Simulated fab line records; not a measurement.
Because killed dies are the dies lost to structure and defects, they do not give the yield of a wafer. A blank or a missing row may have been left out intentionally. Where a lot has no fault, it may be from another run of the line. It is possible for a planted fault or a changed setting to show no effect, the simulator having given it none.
fab line records -- flow gf180mcu
[record] lots = 11, wafers = 32, last-day = 33
route steps=602 shown MIM@512 V5@558 TOP_METAL@571
lots that met no fault: from a run of the same line without faults
start-h: hours from the record's opening day to when the first of the lot's shown wafers began -- wait-h: time in hours since the lot's previous step -- " unchanged from the row above -- L1.1+2: a single row standing in for several wafers -- - value missing, or start not given -- * or withheld: withheld -- < > ~ a bound
route shown NAME@n: NAME is a module with steps in the file, n the number in the route of the first one -- usual: mean/standard deviation taken from wafers without a fault -- same: alike in all rows -- chamber/n: place in a boat -- sites: each site's reading -- _std_site: the values' standard deviation -- _edge_site: the outer-site mean with the inner-site mean subtracted -- radius-mm: how far each site lies from the wafer's centre -- mask NAME#n: copy n -- behind: the last tool/chamber to shape the wafer -- hold: why the lot went on hold/how many hours it stayed there/how the hold came to an end -- device: transistor that didn't switch, given as n, p or np -- end of line: tests of these same wafers at the route's end -- for a step that has no rows: nothing shown but its recipe -- killed: dies that structure and defects cost at the first sort, which is not the same as the wafer's yield -- map: dies across one wafer; x = killed, . = not, _ = none there
set.NAME: the setting as run; set.NAME@STEP: as run at that earlier step -- model.NAME: the simulator's own value behind a step, which no gauge read
a sample of lots followed through the steps of the route, with each step as a table and each wafer as a row
services: the hour from which a tool's chamber was out of use, counted from the record's first day as start-h (under 0 if before that day), plus the number of hours and why
[[steps]]
[step GF_MIM_SPUTTER_09]
[recipe] material = TiN, target-thk-nm = 35, power-w = 6500, time-s = 29.2, chamber-pressure-pa = 0.4
[usual] chamber-pressure-pa = 0.3999/0.00077, throttle-valve-pct = 30.2/1.1
lot.wafer,tool,chamber,start-h,wait-h,chamber-pressure-pa,throttle-valve-pct
L865.4,pvd-sputter-04,-,560.10,0.0,0.3997,30.4
L865.5,pvd-sputter-04,-,560.10,0.0,0.3991,31.2
L865.6,pvd-sputter-04,-,560.10,0.0,0.3993,31.6
L866.3,pvd-sputter-02,-,567.60,0.0,0.3999,27.7
L866.5,pvd-sputter-02,-,567.60,0.0,0.3994,29.4
L866.6,pvd-sputter-02,-,567.60,0.0,0.4006,27.8
L868.1,pvd-sputter-04,-,595.24,0.0,0.3996,30.3
L868.2,pvd-sputter-04,-,595.24,0.0,0.3991,30.8
L868.4,pvd-sputter-04,-,595.24,0.0,0.4000,31.6
L869.1,pvd-sputter-04,-,602.54,0.0,0.3992,31.5
L869.4,pvd-sputter-04,-,602.54,0.0,0.4004,30.9
L869.6,pvd-sputter-04,-,602.54,0.0,0.4002,30.8
L870.1,pvd-sputter-04,-,608.45,0.0,0.3999,30.4
L870.4,pvd-sputter-04,-,608.45,0.0,0.4000,30.6
L870.5,pvd-sputter-04,-,608.45,0.0,0.4013,31.3
L871.2,pvd-sputter-04,-,613.59,0.0,0.4008,30.7
L871.3,pvd-sputter-04,-,613.59,0.0,0.3994,30.6
L871.6,pvd-sputter-04,-,613.59,0.0,0.3987,30.3
L872.2,pvd-sputter-04,-,620.36,0.0,0.3981,30.3
L872.4,pvd-sputter-04,-,620.36,0.0,0.3981,30.7
L872.6,pvd-sputter-04,-,620.36,0.0,0.3993,31.4
L873.2,pvd-sputter-01,-,631.82,0.0,0.4000,29.9
L873.3,pvd-sputter-01,-,631.82,0.0,0.4009,29.2
L873.6,pvd-sputter-01,-,631.82,0.0,0.3998,29.3
L874.1,pvd-sputter-04,-,640.14,0.0,0.3990,31.3
L874.4,pvd-sputter-04,-,640.14,0.0,0.4022,30.4
L874.6,pvd-sputter-04,-,640.14,0.0,0.4011,31.2
L877.1,pvd-sputter-02,-,666.71,0.0,0.3994,29.5
L877.2,pvd-sputter-02,-,666.71,0.0,0.4001,30.2
L877.6,pvd-sputter-02,-,666.71,0.0,0.4009,30.3
L883.4,pvd-sputter-01,-,699.07,0.0,0.4007,29.0
L883.6,pvd-sputter-01,-,699.07,0.0,0.4011,29.2
[step GF_V5_STRIP_18]
[recipe] chemistry = O2/N2, power-w = 1400, pressure-mtorr = 1500, platen-temp-c = 250, o2-flow-sccm = 3000, n2-flow-sccm = 300, overash-fraction = 0.5
[usual] drypump-motor-current-A = 5.7/0.42, heater-power-w = 348/38, n2-flow-sccm = 300.1/0.86, oes-product-au = 0.568/0.0057
lot.wafer,tool,chamber,start-h,wait-h,drypump-motor-current-A,heater-power-w,n2-flow-sccm,oes-product-au,rf-hours-counter-h
L865.4,plasma-asher-01,0,626.01,-,5.6,405,299.0,0.573,-
L865.5,plasma-asher-01,1,626.01,-,5.4,302,299.6,0.563,-
L865.6,plasma-asher-01,0,626.01,-,5.6,399,299.0,0.569,-
L866.3,plasma-asher-01,0,632.76,-,5.6,403,299.2,0.564,-
L866.5,plasma-asher-01,1,632.76,-,5.4,297,299.0,0.565,-
L866.6,plasma-asher-01,0,632.76,-,5.6,401,299.4,0.567,-
L868.1,plasma-asher-01,0,657.82,-,5.6,395,301.3,0.563,25
L868.2,plasma-asher-01,1,657.82,-,5.4,301,299.5,0.574,25
L868.4,plasma-asher-01,1,657.82,-,5.4,302,300.3,0.556,-
L869.1,plasma-asher-01,0,664.42,-,5.6,394,301.2,0.569,26
L869.4,plasma-asher-01,0,664.42,-,5.6,393,300.1,0.575,-
L869.6,plasma-asher-01,1,664.42,-,5.4,296,299.3,0.565,-
L870.1,plasma-asher-01,1,670.68,-,5.4,305,300.3,0.566,26
L870.4,plasma-asher-01,1,670.68,-,5.4,304,301.2,0.565,-
L870.5,plasma-asher-01,1,670.68,-,5.4,301,300.7,0.564,-
L871.2,plasma-asher-01,1,674.92,-,5.4,302,300.1,0.569,27
L871.3,plasma-asher-01,0,674.92,-,5.6,398,299.3,0.560,-
L871.6,plasma-asher-01,0,674.92,-,5.6,401,301.0,0.568,-
L872.2,plasma-asher-02,0,682.11,-,5.2,349,298.8,0.565,109
L872.4,plasma-asher-02,0,682.11,-,5.2,345,299.8,0.565,-
L872.6,plasma-asher-02,1,682.11,-,6.7,335,300.8,0.571,-
L873.2,plasma-asher-01,0,691.77,-,5.6,400,299.6,0.575,29
L873.3,plasma-asher-01,1,691.77,-,5.4,300,301.2,0.576,-
L873.6,plasma-asher-01,1,691.77,-,5.4,301,300.0,0.565,-
L874.1,plasma-asher-02,1,699.28,-,6.7,339,299.3,0.570,111
L874.4,plasma-asher-02,0,699.28,-,5.2,346,300.2,0.569,-
L874.6,plasma-asher-02,0,699.28,-,5.2,347,299.3,0.562,-
L877.1,plasma-asher-03,0,724.76,-,5.7,344,299.1,0.575,89
L877.2,plasma-asher-03,1,724.76,-,6.4,365,297.5,0.559,89
L877.6,plasma-asher-03,1,724.76,-,6.4,356,299.8,0.573,-
L883.4,plasma-asher-01,1,753.89,-,5.4,298,301.2,0.559,-
L883.6,plasma-asher-01,0,753.89,-,5.6,390,299.9,0.562,-
[step GF_TOP_METAL_SPUTTER_04]
[recipe] material = TiN, target-thk-nm = 25, power-w = 6500, time-s = 20.8, chamber-pressure-pa = 0.4
[usual] chamber-pressure-pa = 0.4000/0.00083, throttle-valve-pct = 30.0/1.2
lot.wafer,tool,chamber,start-h,wait-h,chamber-pressure-pa,throttle-valve-pct
L865.4,pvd-sputter-02,-,627.40,0.0,0.4001,29.5
L865.5,pvd-sputter-02,-,627.40,0.0,0.3997,30.5
L865.6,pvd-sputter-02,-,627.40,0.0,0.3998,29.3
L866.3,pvd-sputter-03,-,634.24,0.0,0.4005,31.3
L866.5,pvd-sputter-03,-,634.24,0.0,0.4007,30.8
L866.6,pvd-sputter-03,-,634.24,0.0,0.4016,31.1
L868.1,pvd-sputter-01,-,659.36,0.0,0.4008,29.1
L868.2,pvd-sputter-01,-,659.36,0.0,0.4003,29.2
L868.4,pvd-sputter-01,-,659.36,0.0,0.3984,27.5
L869.1,pvd-sputter-01,-,665.83,0.0,0.4006,29.4
L869.4,pvd-sputter-01,-,665.83,0.0,0.4004,29.8
L869.6,pvd-sputter-01,-,665.83,0.0,0.3995,29.2
L870.1,pvd-sputter-03,-,672.10,0.0,0.4002,30.4
L870.4,pvd-sputter-03,-,672.10,0.0,0.3995,31.6
L870.5,pvd-sputter-03,-,672.10,0.0,0.4012,30.8
L871.2,pvd-sputter-03,-,676.34,0.0,0.3998,30.1
L871.3,pvd-sputter-03,-,676.34,0.0,0.4026,31.1
L871.6,pvd-sputter-03,-,676.34,0.0,0.4003,30.6
L872.2,pvd-sputter-03,-,683.53,0.0,0.3993,31.0
L872.4,pvd-sputter-03,-,683.53,0.0,0.3994,30.5
L872.6,pvd-sputter-03,-,683.53,0.0,0.4000,30.5
L873.2,pvd-sputter-01,-,693.18,0.0,0.3999,29.2
L873.3,pvd-sputter-01,-,693.18,0.0,0.4004,27.6
L873.6,pvd-sputter-01,-,693.18,0.0,0.4006,29.4
L874.1,pvd-sputter-03,-,700.70,0.0,0.4002,30.6
L874.4,pvd-sputter-03,-,700.70,0.0,0.4007,31.1
L874.6,pvd-sputter-03,-,700.70,0.0,0.4002,31.0
L877.1,pvd-sputter-03,-,726.22,0.0,0.3990,30.9
L877.2,pvd-sputter-03,-,726.22,0.0,0.3996,31.5
L877.6,pvd-sputter-03,-,726.22,0.0,0.3986,30.9
L883.4,pvd-sputter-02,-,755.40,0.0,0.4001,29.3
L883.6,pvd-sputter-02,-,755.40,0.0,0.4001,27.9
[step GF_TOP_METAL_COAT_09]
[recipe] resist = NOVOLAK, spin-rpm = 3000, resist-thk-nm = 1500
lot.wafer,tool,chamber,start-h,wait-h
L865.4+5+6,litho-track-01,0,637.63,0.1
L866.3+5+6,litho-track-02,0,644.25,0.1
L868.1+2+4,litho-track-04,0,669.12,0.1
L869.1+4+6,litho-track-02,0,674.95,0.1
L870.1+4+5,litho-track-02,0,681.10,0.1
L871.2+3+6,litho-track-01,0,685.93,0.1
L872.2+4+6,litho-track-04,0,692.40,0.1
L873.2+3+6,litho-track-01,0,702.33,0.1
L874.1+4+6,litho-track-01,0,710.20,0.1
L877.1+2+6,litho-track-04,0,734.62,0.1
L883.4+6,litho-track-04,0,763.55,0.1
[step GF_TOP_METAL_CD_MEAS_14]
[recipe] target-cd-nm = 440
[usual] cd-nm = 439.9/2
lot.wafer,tool,chamber,start-h,wait-h,cd-nm
L865.4,cd-sem-01,-,647.56,0.1,439.2
L865.5,cd-sem-01,-,647.56,0.1,439.6
L865.6,cd-sem-01,-,647.56,0.1,438.2
L866.3,cd-sem-01,-,653.79,0.1,438.2
L866.5,cd-sem-01,-,653.79,0.1,439.3
L866.6,cd-sem-01,-,653.79,0.1,438.1
L868.1,cd-sem-01,-,678.47,0.1,439.6
L868.2,cd-sem-01,-,678.47,0.1,440.3
L868.4,cd-sem-01,-,678.47,0.1,439.6
L869.1,cd-sem-01,-,684.60,0.1,443.0
L869.4,cd-sem-01,-,684.60,0.1,442.9
L869.6,cd-sem-01,-,684.60,0.1,440.7
L870.1,cd-sem-01,-,690.67,0.1,438.1
L870.4,cd-sem-01,-,690.67,0.1,438.1
L870.5,cd-sem-01,-,690.67,0.1,440.1
L871.2,cd-sem-02,-,695.37,0.1,438.1
L871.3,cd-sem-02,-,695.37,0.1,439.8
L871.6,cd-sem-02,-,695.37,0.1,437.4
L872.2,cd-sem-02,-,701.59,0.1,442.3
L872.4,cd-sem-02,-,701.59,0.1,439.9
L872.6,cd-sem-02,-,701.59,0.1,442.1
L873.2,cd-sem-01,-,711.19,0.2,437.5
L873.3,cd-sem-01,-,711.19,0.2,439.3
L873.6,cd-sem-01,-,711.19,0.2,439.9
L874.1,cd-sem-02,-,719.10,0.1,441.8
L874.4,cd-sem-02,-,719.10,0.1,440.9
L874.6,cd-sem-02,-,719.10,0.1,442.5
L877.1,cd-sem-01,-,742.95,0.1,441.3
L877.2,cd-sem-01,-,742.95,0.1,438.9
L877.6,cd-sem-01,-,742.95,0.1,438.5
L883.4,cd-sem-01,-,771.66,0.1,435.9
L883.6,cd-sem-01,-,771.66,0.1,431.1
[step GF_TOP_METAL_STRIP_17]
[recipe] chemistry = O2/N2, power-w = 1400, pressure-mtorr = 1500, platen-temp-c = 250, o2-flow-sccm = 3000, n2-flow-sccm = 300, overash-fraction = 0.5
[usual] drypump-motor-current-A = 5.5/0.68, heater-power-w = 327/23, n2-flow-sccm = 300.0/0.84, oes-product-au = 0.710/0.0045, strip-time-to-endpoint-s = 12.90/0.1
lot.wafer,tool,chamber,start-h,wait-h,drypump-motor-current-A,heater-power-w,n2-flow-sccm,oes-product-au,rf-hours-counter-h,strip-time-to-endpoint-s
L865.4,plasma-asher-02,1,647.88,0.1,6.7,332,300.0,0.707,-,12.65
L865.5,plasma-asher-02,1,647.88,0.1,6.7,338,300.4,0.712,-,12.93
L865.6,plasma-asher-02,0,647.88,0.1,5.2,345,299.8,0.710,-,12.65
L866.3,plasma-asher-04,0,654.32,0.2,4.7,332,299.3,0.709,-,12.79
L866.5,plasma-asher-04,0,654.32,0.2,4.7,326,299.5,0.708,-,12.78
L866.6,plasma-asher-04,1,654.32,0.2,5.7,296,300.8,0.709,-,12.79
L868.1,plasma-asher-04,0,678.82,0.1,4.7,330,299.8,0.714,59,12.90
L868.2,plasma-asher-04,1,678.82,0.1,5.7,291,301.1,0.713,59,13.13
L868.4,plasma-asher-04,1,678.82,0.1,5.8,293,300.9,0.706,-,12.98
L869.1,plasma-asher-03,1,685.14,0.3,6.4,360,300.7,0.713,85,12.97
L869.4,plasma-asher-03,0,685.14,0.3,5.7,332,299.4,0.712,-,12.96
L869.6,plasma-asher-03,1,685.14,0.3,6.4,366,300.7,0.710,-,12.95
L870.1,plasma-asher-03,0,691.02,0.1,5.7,339,300.3,0.713,85,12.78
L870.4,plasma-asher-03,0,691.02,0.1,5.7,329,301.1,0.704,-,12.97
L870.5,plasma-asher-03,0,691.02,0.1,5.7,344,299.4,0.707,-,12.85
L871.2,plasma-asher-04,1,695.70,0.1,5.7,292,301.0,0.718,60,12.90
L871.3,plasma-asher-04,0,695.70,0.1,4.7,340,300.5,0.717,-,12.81
L871.6,plasma-asher-04,0,695.70,0.1,4.7,329,301.1,0.707,-,12.88
L872.2,plasma-asher-04,1,701.92,0.1,5.8,289,299.6,0.710,61,13.11
L872.4,plasma-asher-04,1,701.92,0.1,5.8,297,300.6,0.716,-,12.99
L872.6,plasma-asher-04,1,701.92,0.1,5.7,301,300.1,0.704,-,12.93
L873.2,plasma-asher-04,0,711.52,0.1,4.7,332,298.8,0.715,62,12.94
L873.3,plasma-asher-04,0,711.52,0.1,4.7,326,299.5,0.704,-,12.84
L873.6,plasma-asher-04,1,711.52,0.1,5.7,294,300.5,0.711,-,12.82
L874.1,plasma-asher-02,1,719.45,0.1,6.7,338,299.1,0.713,113,12.86
L874.4,plasma-asher-02,1,719.45,0.1,6.7,335,299.3,0.710,-,13.02
L874.6,plasma-asher-02,1,719.45,0.1,6.7,328,299.7,0.713,-,13.09
L877.1,plasma-asher-03,0,743.30,0.1,5.7,338,299.8,0.705,91,12.96
L877.2,plasma-asher-03,1,743.30,0.1,6.4,364,300.3,0.716,91,13.03
L877.6,plasma-asher-03,0,743.30,0.1,5.7,335,301.5,0.709,-,13.05
L883.4,plasma-asher-03,1,772.17,0.2,6.5,365,301.0,0.715,-,12.96
L883.6,plasma-asher-03,0,772.17,0.2,5.7,341,300.1,0.713,-,12.29
[[services]]
tool,chamber,start-h,hours,kind
pvd-sputter-03,-,552.57,2.4,repair
pvd-sputter-03,-,570.30,2.0,repair
pvd-sputter-01,-,579.95,3.7,repair
pvd-sputter-04,0,611.62,-,consumable-replace:kit
pvd-sputter-04,0,611.62,18.0,scheduled-down
pvd-sputter-04,0,611.62,18.0,vent-cycle
plasma-asher-03,-,617.53,28.1,pm
plasma-asher-01,-,633.00,1.7,repair
litho-track-01,-,646.16,-,consumable-replace:filter
plasma-asher-02,-,655.98,4.4,repair
plasma-asher-03,-,657.98,22.0,repair
pvd-sputter-01,3,662.57,-,consumable-replace:kit
pvd-sputter-01,3,662.57,18.0,scheduled-down
pvd-sputter-01,3,662.57,18.0,vent-cycle
pvd-sputter-03,3,683.56,-,consumable-replace:kit
plasma-asher-01,-,702.85,0.6,repair
plasma-asher-02,-,730.39,2.8,pm
plasma-asher-02,-,733.75,9.0,pm
pvd-sputter-01,-,746.13,1.7,repair
plasma-asher-02,-,754.25,14.6,pm
pvd-sputter-02,-,769.32,10.1,repair
pvd-sputter-01,2,769.43,-,consumable-replace:kit
pvd-sputter-01,2,769.43,18.0,scheduled-down
pvd-sputter-01,2,769.43,18.0,vent-cycle
[[key]]
[first-sign] step = GF_TOP_METAL_CD_MEAS_14, reading = cd-nm, direction = down, sigmas = 4.5, usual = 439.9, struck = 431.1
[effect] step = GF_TOP_METAL_STRIP_17, reading = strip-time-to-endpoint-s, direction = down, sigmas = 5.9, usual = *, struck = *
met-at GF_TOP_METAL_COAT_09
struck-lots L883
struck-wafers L883.6
not-acting-at GF_MIM_SPUTTER_09,GF_V5_STRIP_18,GF_TOP_METAL_SPUTTER_04
onset-between 734.62 763.55
[fault] kind = process-parameter-drift, tool = litho-track-04, chamber = -, onset-h = 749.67, steps = GF_TOP_METAL_COAT_09, channel = resist-thk-nm, offset = *, shape = step, end-h = 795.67, scope = struck-wafers-only, acts-in = *, stated = *
